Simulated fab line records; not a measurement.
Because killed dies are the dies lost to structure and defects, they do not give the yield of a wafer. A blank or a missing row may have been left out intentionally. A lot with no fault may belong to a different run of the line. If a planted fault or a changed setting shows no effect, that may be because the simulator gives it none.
Chamber matching ; flow sky130 ; SKY_PASSIVATION_CVD_00 on pecvd-01 has 3 sister chambers
The step deposits SiO2, target thk 90 nm. 16 wafers are shown with their chamber, then 8 later ones without.

WAFERS, EACH WITH ITS CHAMBER
wafer;chamber;heater_power_w (W)
L083.1;0;766
L083.4;0;759
L083.6;2;518
L084.3;0;690
L084.4;0;688
L084.6;1;558
L092.3;1;616
L092.4;0;754
L092.6;1;468
L093.1;0;747
L093.5;2;540
L093.6;0;739
L094.1;0;742
L094.2;1;529
L094.3;0;724
L095.3;0;735

SIGNATURES (averages over the wafers above)
reading;chamber 0;chamber 1;chamber 2;scatter within a chamber
heater_power_w;734.40;542.75;529.00;37.3
Rule: for a wafer and a chamber, the distance is found by dividing, reading by reading, the gap between the wafer's reading and the chamber's mean by the reading's scatter, squaring, summing and taking the root. The wafer belongs to the nearest chamber; if the next one is less than 2 further off, it can't be placed. The scatter is the square root of a quotient: the sum, over the shown wafers, of each reading's squared deviation from its chamber's mean, divided by wafers minus chambers.

WAFERS MISSING THEIR CHAMBER
wafer;heater_power_w (W)
L095.4;539
L095.5;536
L096.1;775
L096.2;566
L096.3;774
L096.4;566
L096.5;564
L096.6;785

EACH ONE'S CHAMBER
wafer;from the rows above;in truth
L095.4;can't be placed: 1 or 2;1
L095.5;can't be placed: 1 or 2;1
L096.1;0;0
L096.2;can't be placed: 1 or 2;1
L096.3;0;0
L096.4;can't be placed: 1 or 2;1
L096.5;can't be placed: 1 or 2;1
L096.6;0;0
Placed correctly: 3 of 8. Unplaceable from these rows: 5, with the true chamber sitting among the candidates in 5. Placed wrongly: 0.
